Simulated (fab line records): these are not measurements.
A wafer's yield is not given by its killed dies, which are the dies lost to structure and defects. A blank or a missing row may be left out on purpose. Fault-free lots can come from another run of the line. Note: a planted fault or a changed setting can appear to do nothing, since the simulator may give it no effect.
Chamber matching    flow gf180mcu    4 sister chambers for GF_PASSIVATION_ETCH_11 on rie-diel-04
The step etches the open film in CF4/O2, stops on TiN, target depth 1800 nm, time 400 s. 4 wafers are shown with their chamber, then 9 later ones without.

== WAFERS PAIRED WITH THEIR CHAMBERS ==
wafer   chamber  drypump-motor-current-A (A)
L768.1  0        6.0
L768.2  3        6.0
L770.5  1        5.5
L770.6  2        5.9

== WAFERS WHOSE CHAMBER IS MISSING ==
wafer   drypump-motor-current-A (A)
L771.1  6.1
L771.5  5.5
L771.6  6.0
L780.1  6.0
L780.2  5.5
L780.5  6.0
L781.1  6.0
L781.2  6.0
L781.4  5.5

== THE CHAMBER EACH PASSED THROUGH ==
wafer   from the rows above      in truth
L771.1  can't be placed: 0 or 3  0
L771.5  1                        1
L771.6  can't be placed: 0 or 3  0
L780.1  can't be placed: 0 or 3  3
L780.2  1                        1
L780.5  can't be placed: 0 or 3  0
L781.1  can't be placed: 0 or 3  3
L781.2  can't be placed: 0 or 3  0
L781.4  1                        1
Correct placement for 3 of the 9. Cannot be placed on the basis of these rows: 6; the candidates contain the true chamber in 6. Wrongly placed: 0.
How it was worked out, from the rows above alone: a wafer's distance from a chamber is the root of the sum, over the readings, of the square of ((its reading less the chamber's mean) divided by the reading's scatter). The wafer belongs to the nearest chamber; if the next one is less than 2 further off, it can't be placed. Each chamber's mean is taken over the wafers shown for it. The scatter: with one shown wafer a chamber, the root of the mean of the squares of how far each hidden wafer lies from its nearest shown one.
